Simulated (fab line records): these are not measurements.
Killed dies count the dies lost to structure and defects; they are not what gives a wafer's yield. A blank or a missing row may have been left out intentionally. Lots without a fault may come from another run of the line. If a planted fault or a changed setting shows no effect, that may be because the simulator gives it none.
A struck lot beside a sound one || flow sky130 || 20 out of 708 route steps
Sound: the wafers L509.2, L509.3, L509.5. The struck wafers were L507.3, L507.5, L507.6. Last of all comes the cause.
At each step with rows: each side's tool, then ch and its chambers, then its first start. Under that, the readings that differ: sound wafers || struck wafers || difference of the means || sigmas: that difference in standard deviations of wafers without a fault.
alike: a reading whose means differ by less than 2 such deviations, as well as words and numbers matching on both sides. not compared: withheld readings; readings where some wafer has no value; bounds like >300 that might hide an equal value; numbers whose values overlap and for which the record gives no deviation.
Wherever a step has rows on one side only, a row that says differs or no value, or a row with sigmas, the two part there. Numbers that don't overlap but have no deviation are shown without sigmas and don't part them. A reading missing from all wafers of one side parts the sides only when that side holds two or more wafers.

SKY_POLY_GATE_CD_MEAS_22:
  struck on cd-sem-01, day 18 11:43; sound on cd-sem-01, day 19 00:53
  alike: cd-nm
then, 7 steps without rows for these wafers: SKY_LDD_N_DEHYDRATE_00 (time 60 s); SKY_LDD_N_HMDS_01 (prime time 60 s); SKY_LDD_N_COAT_02 (resist thk 300 nm); SKY_LDD_N_SOFTBAKE_03 (time 60 s); SKY_LDD_N_EXPOSE_04 (exposes mask NTM, target cd 840 nm); SKY_LDD_N_PEB_05; SKY_LDD_N_DEVELOP_06 (develop time 60 s).
SKY_LDD_N_OVL_MEAS_07:
  struck on overlay-02, day 19 19:12; sound on overlay-01, day 20 07:38
  alike: LDD_N_OVL
then, 3 steps without rows for these wafers: SKY_LDD_N_IMPLANT_08; SKY_LDD_N_IMPLANT_09; SKY_LDD_N_IMPLANT_10.
SKY_LDD_N_IMPLANT_11:
  sound on implanter-02 ch 0, day 20 08:08; struck on implanter-04 ch 0, day 19 19:43
{"reading": "beam-on-s (s)", "sound": "10.20 10.02 10.02", "struck": "10.37 10.72 10.81", "difference": "+0.55", "sigmas": "+3"}
{"reading": "dose-ions-cm2", "sound": "7.49e+13 7.496e+13 7.489e+13", "struck": "1.0622e+14 1.0621e+14 1.0629e+14", "difference": "+3.1323e+13", "sigmas": "+99 or more"}
{"reading": "faraday-current-uA", "sound": "416 423 423", "struck": "576 555 556", "difference": "+142", "sigmas": "+17"}
then, 4 steps without rows for these wafers: SKY_LDD_N_IMPLANT_12; SKY_LDD_N_IMPLANT_13; SKY_LDD_N_IMPLANT_14; SKY_LDD_N_IMPLANT_15.
SKY_LDD_N_STRIP_16: strips in O2/N2.
  sound on plasma-asher-01 ch 0, day 20 08:52; struck on plasma-asher-04 ch 0,1, day 19 20:27
{"reading": "strip-time-to-endpoint-s (s)", "sound": "4.300 4.282 4.293", "struck": "4.420 4.429 4.431", "difference": "+0.135", "sigmas": "+9"}
  alike: drypump-motor-current-A, oes-product-au
  not compared: rf-hours-counter-h
SKY_LDD_N_TW_MEAS_17:
  struck on film-metro-03, day 19 20:32; sound on film-metro-04, day 20 08:59
  alike: LDD_N_TW
-- the record jumps here: 27 days lie between the struck wafers' starts before and after (it left off in module LDD_N and takes up again in module PAD_OPEN, whose first step shown is number 708 of the route) --
SKY_PAD_OPEN_PROBE_99:
  struck on prober-01, day 47 05:40; sound on prober-01, day 49 15:06
{"reading": "model.etest.tip-n.rs-ohm-sq", "sound": "443.1 444.8 443.2", "struck": "421.4 417.2 422.8", "difference": -23.2, "sigmas": ""}
  alike: killed_at_M0_to_M3, killed_at_M4_up, killed-at-contacts, killed-at-front-end, killed-at-other, killed-dies, killed-open, killed-short

== WHERE THEY PART ==
At SKY_LDD_N_IMPLANT_11 first; at SKY_LDD_N_STRIP_16 last (within this record only). Later steps at which nothing parts them and some readings are alike: SKY_LDD_N_TW_MEAS_17, SKY_PAD_OPEN_PROBE_99.

WHY: whatever the simulator had introduced
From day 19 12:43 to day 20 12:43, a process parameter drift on implanter-04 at SKY_LDD_N_IMPLANT_11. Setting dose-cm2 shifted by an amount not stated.
